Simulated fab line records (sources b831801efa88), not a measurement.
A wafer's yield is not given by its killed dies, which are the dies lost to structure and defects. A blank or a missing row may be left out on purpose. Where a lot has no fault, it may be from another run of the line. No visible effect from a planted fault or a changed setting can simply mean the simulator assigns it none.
The tool behind it: which one? + flow sky130 + 24 lots with 72 wafers sampled at 3 steps, on a route of 708 steps

== WHAT EACH GAUGE READ, for each wafer ==
SKY_FIELD_ISO_THK_MEAS_23.
| lot  | measured    | on           | FIELD_ISO_OXIDATION_01_THK (nm) |
|------|-------------|--------------|---------------------------------|
| L074 | day 2 10:57 | filmMetro-01 | 9.82 9.73 9.83                  |
| L075 | day 2 15:13 | filmMetro-02 | 10.02 9.86 9.98                 |
| L076 | day 2 21:43 | filmMetro-04 | 10.02 9.95 10.10                |
| L077 | day 3 01:21 | filmMetro-04 | 10.11 10.08 10.16               |
| L078 | day 3 05:25 | filmMetro-02 | 9.99 9.89 10.06                 |
| L079 | day 3 10:34 | filmMetro-01 | 10.13 10.00 9.92                |
| L080 | day 3 13:08 | filmMetro-02 | 9.89 9.91 9.96                  |
| L081 | day 3 20:46 | filmMetro-02 | 10.08 10.18 10.22               |
| L082 | day 4 00:46 | filmMetro-02 | 9.86 9.99 9.94                  |
| L083 | day 4 05:49 | filmMetro-04 | 9.89 9.79 9.87                  |
| L084 | day 4 11:56 | filmMetro-04 | 10.13 9.98 10.01                |
| L085 | day 4 17:53 | filmMetro-04 | 9.98 10.10 9.78                 |
| L086 | day 4 21:19 | filmMetro-02 | 10.07 10.09 10.23               |
| L087 | day 5 04:05 | filmMetro-04 | 9.78 9.80 9.92                  |
| L088 | day 7 17:04 | filmMetro-04 | 9.85 9.98 9.75                  |
| L089 | day 7 18:49 | filmMetro-01 | 10.02 10.01 9.86                |
| L092 | day 8 00:59 | filmMetro-02 | 9.97 10.08 10.24                |
| L093 | day 8 00:59 | filmMetro-04 | 10.16 9.95 10.21                |
| L091 | day 8 01:00 | filmMetro-01 | 10.10 10.12 10.07               |
| L090 | day 8 01:02 | filmMetro-04 | 10.36 10.27 10.15               |
| L094 | day 8 01:02 | filmMetro-01 | 10.23 10.05 10.02               |
| L095 | day 8 01:04 | filmMetro-02 | 10.22 10.11 10.14               |
| L096 | day 8 04:48 | filmMetro-04 | 10.32 10.17 10.40               |
| L097 | day 8 04:48 | filmMetro-01 | 9.88 9.71 9.91                  |

SKY_VT_ADJUST_HVTP_TW_MEAS_11.
| lot  | measured     | on           | VT_ADJUST_HVTP_TW |
|------|--------------|--------------|-------------------|
| L074 | day 7 20:33  | filmMetro-02 | 1371 1367 1389    |
| L075 | day 7 21:23  | filmMetro-04 | 1355 1346 1345    |
| L076 | day 7 22:07  | filmMetro-02 | 1369 1367 1371    |
| L077 | day 7 22:43  | filmMetro-04 | 1353 1344 1347    |
| L078 | day 8 00:04  | filmMetro-02 | 1370 1372 1365    |
| L079 | day 8 00:17  | filmMetro-04 | 1345 1347 1339    |
| L080 | day 8 00:39  | filmMetro-02 | 1377 1375 1365    |
| L081 | day 8 00:54  | filmMetro-04 | 1341 1342 1335    |
| L082 | day 8 01:08  | filmMetro-03 | 1345 1343 1346    |
| L083 | day 8 01:30  | filmMetro-03 | 1352 1353 1336    |
| L084 | day 8 01:37  | filmMetro-02 | 1377 1368 1375    |
| L085 | day 8 01:52  | filmMetro-04 | 1344 1345 1348    |
| L086 | day 8 01:59  | filmMetro-02 | 1375 1375 1370    |
| L087 | day 8 02:14  | filmMetro-03 | 1338 1353 1345    |
| L088 | day 12 15:53 | filmMetro-03 | 1343 1344 1349    |
| L089 | day 13 00:17 | filmMetro-03 | 1336 1334 1338    |
| L092 | day 13 05:16 | filmMetro-04 | 1350 1355 1355    |
| L093 | day 13 03:17 | filmMetro-04 | 1351 1357 1351    |
| L091 | day 13 03:57 | filmMetro-04 | 1360 1359 1350    |
| L090 | day 13 06:13 | filmMetro-02 | 1369 1369 1378    |
| L094 | day 13 05:45 | filmMetro-03 | 1337 1334 1334    |
| L095 | day 13 06:26 | filmMetro-04 | 1354 1355 1357    |
| L096 | day 13 09:35 | filmMetro-02 | 1367 1371 1370    |
| L097 | day 13 08:18 | filmMetro-04 | 1351 1354 1356    |

== WHICH TOOL RAN EACH LOT (tool, then ch and the chambers of the sampled wafers, then the start) ==
| lot  | SKY_VT_ADJUST_HVTP_STRIP_10         |
|------|-------------------------------------|
| L074 | plasmaAsher-01 ch 0,1, day 7 20:27  |
| L075 | plasmaAsher-04 ch 1, day 7 21:17    |
| L076 | plasmaAsher-01 ch 0,1, day 7 22:01  |
| L077 | plasmaAsher-01 ch 1, day 7 22:37    |
| L078 | plasmaAsher-02 ch 0,1, day 7 23:57  |
| L079 | plasmaAsher-04 ch 0,1, day 8 00:11  |
| L080 | plasmaAsher-04 ch 0,1, day 8 00:33  |
| L081 | plasmaAsher-02 ch 0,1, day 8 00:47  |
| L082 | plasmaAsher-01 ch 0,1, day 8 01:02  |
| L083 | plasmaAsher-04 ch 1, day 8 01:23    |
| L084 | plasmaAsher-02 ch 0,1, day 8 01:31  |
| L085 | plasmaAsher-01 ch 0,1, day 8 01:45  |
| L086 | plasmaAsher-01 ch 0,1, day 8 01:52  |
| L087 | plasmaAsher-02 ch 0,1, day 8 02:08  |
| L088 | plasmaAsher-02 ch 0,1, day 12 15:47 |
| L089 | plasmaAsher-04 ch 0,1, day 13 00:13 |
| L092 | plasmaAsher-04 ch 0,1, day 13 05:10 |
| L093 | plasmaAsher-04 ch 0,1, day 13 03:11 |
| L091 | plasmaAsher-02 ch 0,1, day 13 03:52 |
| L090 | plasmaAsher-04 ch 0,1, day 13 06:07 |
| L094 | plasmaAsher-01 ch 0,1, day 13 05:39 |
| L095 | plasmaAsher-01 ch 0,1, day 13 06:20 |
| L096 | plasmaAsher-01 ch 0,1, day 13 09:29 |
| L097 | plasmaAsher-04 ch 0,1, day 13 08:12 |
- SKY_VT_ADJUST_HVTP_STRIP_10: strips in O2/N2.

== WHAT THE TOOLS THEMSELVES READ (means of the sampled wafers that have a number; where no wafer has one, the mark that the record gives instead) ==
SKY_VT_ADJUST_HVTP_STRIP_10.
| lot  | tool           | drypumpMotorCurrentA (A) | o2FlowSccm (sccm) | oesProductAu (a.u.) | stripTimeToEndpointS (s) |
|------|----------------|--------------------------|-------------------|---------------------|--------------------------|
| L074 | plasmaAsher-01 | 5.82                     | 3005              | 0.715               | 14.21                    |
| L075 | plasmaAsher-04 | 5.79                     | 3000              | 0.715               | 14.17                    |
| L076 | plasmaAsher-01 | 5.87                     | 2997              | 0.718               | 14.20                    |
| L077 | plasmaAsher-01 | 5.77                     | 3007              | 0.715               | 14.19                    |
| L078 | plasmaAsher-02 | 5.79                     | 3011              | 0.717               | 14.17                    |
| L079 | plasmaAsher-04 | 5.76                     | 3000              | 0.719               | 14.15                    |
| L080 | plasmaAsher-04 | 5.82                     | 2999              | 0.716               | 14.10                    |
| L081 | plasmaAsher-02 | 5.76                     | 3005              | 0.717               | 14.19                    |
| L082 | plasmaAsher-01 | 5.86                     | 2983              | 0.713               | 14.14                    |
| L083 | plasmaAsher-04 | 5.80                     | 2990              | 0.717               | 14.11                    |
| L084 | plasmaAsher-02 | 5.80                     | 2998              | 0.718               | 14.20                    |
| L085 | plasmaAsher-01 | 5.82                     | 2997              | 0.717               | 14.14                    |
| L086 | plasmaAsher-01 | 5.81                     | 3002              | 0.718               | 14.17                    |
| L087 | plasmaAsher-02 | 5.78                     | 3004              | 0.714               | 14.17                    |
| L088 | plasmaAsher-02 | 5.79                     | 3001              | 0.721               | 14.21                    |
| L089 | plasmaAsher-04 | 5.82                     | 3013              | 0.715               | 14.11                    |
| L092 | plasmaAsher-04 | 5.78                     | 3000              | 0.716               | 14.23                    |
| L093 | plasmaAsher-04 | 5.77                     | 3005              | 0.718               | 14.21                    |
| L091 | plasmaAsher-02 | 5.78                     | 3005              | 0.722               | 14.11                    |
| L090 | plasmaAsher-04 | 5.79                     | 2999              | 0.714               | 14.21                    |
| L094 | plasmaAsher-01 | 5.80                     | 2996              | 0.714               | 14.22                    |
| L095 | plasmaAsher-01 | 5.87                     | 3005              | 0.715               | 14.25                    |
| L096 | plasmaAsher-01 | 5.88                     | 3003              | 0.712               | 14.24                    |
| L097 | plasmaAsher-04 | 5.81                     | 2995              | 0.721               | 14.13                    |

== THE ANSWER, worked out from the rows above alone ==
Rule: what is usual is taken from the lots themselves. The widest of any qualifying gaps counts: lots, ordered by their means at a reading, are off when they make up no more than a third of the lots, leave a main group of 4 or more, and stand apart from it by 3 or more times the standard deviation of that group's means. If all means in a main group match to the digits the tables above print for the reading, that group is not used. A lot without any number at a reading at which 4 lots or more have one is off too. Any other lot the step has rows for is counted as sound. After the gauges, taken in route order, come the tools' own readings; for these a lot's mean is taken, as printed above. The first step at which some lot is off is used, and at that step the reading that is off furthest; a lot without a number counts as furthest.
No lot is off at any reading shown: from this, nothing can be told.

== WHAT WAS PUT IN BY THE SIMULATOR ==
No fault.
